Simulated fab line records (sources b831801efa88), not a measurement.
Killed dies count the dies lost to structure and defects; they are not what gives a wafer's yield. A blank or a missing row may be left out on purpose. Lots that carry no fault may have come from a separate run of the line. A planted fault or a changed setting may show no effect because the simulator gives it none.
What tool caused it? ; flow sky130 ; 34 wafers from 12 lots sampled at 6 of the route's 708 steps

## WHAT THE GAUGES READ, wafer by wafer
SKY_FIELD_ISO_THK_MEAS_23.
lot;measured;on;FIELD_ISO_OXIDATION_01_THK (nm)
L143;day 2 12:43;filmMetro-04;10.01 9.78 9.78
L144;day 2 19:31;filmMetro-04;9.82 9.95 9.82
L145;day 3 01:03;filmMetro-02;10.05 9.92 9.96
L147;day 3 19:53;filmMetro-01;9.77 9.97 9.84
L149;day 4 02:36;filmMetro-01;10.00 9.94 10.02
L150;day 4 02:36;filmMetro-04;10.25 10.41 10.10
L152;day 4 10:03;filmMetro-02;9.93 10.09 10.17
L153;day 4 14:55;filmMetro-04;9.61 9.51 9.80
L154;day 5 00:26;filmMetro-04;10.09 9.97 10.21
L156;day 5 09:11;filmMetro-04;10.19 10.16
L157;day 5 14:01;filmMetro-01;10.09 10.19 10.23
L158;day 5 17:28;filmMetro-04;9.88 9.86

SKY_SONOS_ONO_THK_MEAS_05.
lot;measured;on;SONOS_ONO_CVD_04_THK (nm)
L143;day 12 09:46;filmMetro-04;5.72 5.82 5.72
L144;day 12 13:58;filmMetro-01;5.71 5.76 5.84
L145;day 12 22:06;filmMetro-02;5.74 5.81 5.82
L147;day 14 05:08;filmMetro-02;5.67 5.92 5.87
L149;day 14 16:28;filmMetro-04;5.71 5.83 5.83
L150;day 14 15:13;filmMetro-02;5.72 5.64 5.60
L152;day 14 21:52;filmMetro-04;5.78 5.78 5.81
L153;day 15 09:10;filmMetro-02;5.62 5.75 5.63
L154;day 15 17:41;filmMetro-04;5.78 5.75 5.67
L156;day 16 11:17;filmMetro-04;5.86 5.76
L157;day 16 18:41;filmMetro-04;5.78 5.86 5.81
L158;day 17 00:13;filmMetro-01;5.87 5.77

SKY_LI_CONTACT_RS_MEAS_22: measures by four-point-probe.
lot;measured;on;LI_CONTACT_W_RS (ohm/sq)
L143;day 29 23:47;filmMetro-03;0.284 0.285 0.284
L144;day 30 06:35;filmMetro-02;0.286 0.284 0.285
L145;day 30 13:12;filmMetro-02;0.288 0.284 0.287
L147;day 31 21:04;filmMetro-02;0.281 0.277 0.279
L149;day 32 12:44;filmMetro-03;0.288 0.290 0.287
L150;day 32 07:25;filmMetro-03;0.289 0.289 0.286
L152;day 32 14:40;filmMetro-03;0.287 0.287 0.286
L153;day 33 02:37;filmMetro-01;0.283 0.282 0.281
L154;day 33 11:53;filmMetro-01;0.286 0.291 0.286
L156;day 34 03:30;filmMetro-01;0.269 0.284
L157;day 34 09:45;filmMetro-01;0.289 0.268 0.268
L158;day 34 14:10;filmMetro-01;0.266 0.285

SKY_LI_CONTACT_THK_MEAS_23: measures by xrf.
lot;measured;on;LI_CONTACT_W_THK (nm)
L143;day 29 23:55;filmMetro-03;393 391 394
L144;day 30 06:41;filmMetro-02;405 409 406
L145;day 30 13:19;filmMetro-02;401 409 403
L147;day 31 21:09;filmMetro-02;406 415 411
L149;day 32 12:51;filmMetro-03;392 393 397
L150;day 32 07:32;filmMetro-03;393 392 399
L152;day 32 14:47;filmMetro-03;394 398 399
L153;day 33 02:44;filmMetro-01;415 417 420
L154;day 33 11:59;filmMetro-01;411 403 410
L156;day 34 03:35;filmMetro-01;430 410
L157;day 34 09:51;filmMetro-01;401 434 434
L158;day 34 14:16;filmMetro-01;433 408

## WHAT TOOL EACH LOT RAN ON (gives the tool, then ch and the chambers of the sampled wafers, and finally the start)
lot;SKY_FIELD_ISO_ETCH_15;SKY_LI_CONTACT_CVD_21
L143;rieDiel-01 ch 1,2,3, day 2 09:59;cvdW-02 ch 0, day 29 23:32
L144;rieDiel-01 ch 0,2,3, day 2 16:44;cvdW-01 ch 1, day 30 06:26
L145;rieDiel-02 ch 2,3, day 2 22:47;cvdW-01 ch 0,1, day 30 13:04
L147;rieDiel-02 ch 0,1,3, day 3 18:11;cvdW-01 ch 0,1, day 31 20:55
L149;rieDiel-02 ch 0,1,3, day 3 23:26;cvdW-02 ch 0, day 32 12:36
L150;rieDiel-03 ch 1,2,3, day 3 23:34;cvdW-01 ch 0,1, day 32 07:16
L152;rieDiel-01 ch 0,2,3, day 4 08:05;cvdW-02 ch 0,1, day 32 14:32
L153;rieDiel-03 ch 0,2,3, day 4 12:29;cvdW-01 ch 0,1, day 33 02:28
L154;rieDiel-02 ch 0,1,3, day 4 21:44;cvdW-02 ch 0,1, day 33 11:44
L156;rieDiel-01 ch 0,1, day 5 05:52;cvdW-02 ch 0,1, day 34 03:22
L157;rieDiel-03 ch 0,2, day 5 11:41;cvdW-02 ch 0,1, day 34 09:37
L158;rieDiel-02 ch 0,3, day 5 15:48;cvdW-02 ch 0, day 34 14:01
- SKY_FIELD_ISO_ETCH_15: etches the open film in CHF3/O2, stops on Si, target depth 180 nm, time 72 s.
- SKY_LI_CONTACT_CVD_21: deposits W, target thk 400 nm, time 120.56 s.

## AS READ BY THE TOOLS THEMSELVES (means over the sampled wafers that have a number; for cases with no such wafer, the mark the record gives instead)
SKY_FIELD_ISO_ETCH_15.
lot;tool;drypumpMotorCurrentA (A);oesProductAu (a.u.);throttleValvePct (%)
L143;rieDiel-01;5.6;0.942;8.843
L144;rieDiel-01;5.4;0.947;8.844
L145;rieDiel-02;5.9;0.945;8.856
L147;rieDiel-02;5.6;0.950;8.842
L149;rieDiel-02;5.6;0.943;8.841
L150;rieDiel-03;6.0;0.947;8.839
L152;rieDiel-01;5.4;0.949;8.846
L153;rieDiel-03;5.9;0.943;8.841
L154;rieDiel-02;5.6;0.948;8.849
L156;rieDiel-01;5.5;0.946;8.851
L157;rieDiel-03;6.2;0.948;8.839
L158;rieDiel-02;5.8;0.951;8.847

SKY_LI_CONTACT_CVD_21.
lot;tool;chamberPressureTorr (Torr);heaterPowerW (W);susceptorTempC (C)
L143;cvdW-02;39.98;849;400.07
L144;cvdW-01;40.12;848;399.98
L145;cvdW-01;40.05;806;399.96
L147;cvdW-01;40.01;767;399.91
L149;cvdW-02;40.06;839;400.06
L150;cvdW-01;40.02;804;399.71
L152;cvdW-02;39.96;782;399.66
L153;cvdW-01;40.00;769;400.20
L154;cvdW-02;40.08;813;400.14
L156;cvdW-02;40.01;802;400.07
L157;cvdW-02;40.15;780;400.09
L158;cvdW-02;39.94;844;399.77

## THE ANSWER, worked out from the rows above alone
Rule: what is usual is taken from the lots themselves. The widest of any qualifying gaps counts: lots, ordered by their means at a reading, are off when they make up no more than a third of the lots, leave a main group of 4 or more, and stand apart from it by 3 or more times the standard deviation of that group's means. A main group whose means are all the same, to the digits that the tables above print for the reading, isn't used. A lot without any number at a reading at which 4 lots or more have one is off too. All remaining lots with rows at the step are treated as sound. The gauges are gone through in route order, then the tools' own readings, and for those a lot's mean is taken as printed above. The first step at which some lot is off is used, and at that step the reading that is off furthest; a lot without a number counts as furthest.
Nothing can be told from this: no lot is off at any reading shown.

## WHAT WAS PUT IN BY THE SIMULATOR
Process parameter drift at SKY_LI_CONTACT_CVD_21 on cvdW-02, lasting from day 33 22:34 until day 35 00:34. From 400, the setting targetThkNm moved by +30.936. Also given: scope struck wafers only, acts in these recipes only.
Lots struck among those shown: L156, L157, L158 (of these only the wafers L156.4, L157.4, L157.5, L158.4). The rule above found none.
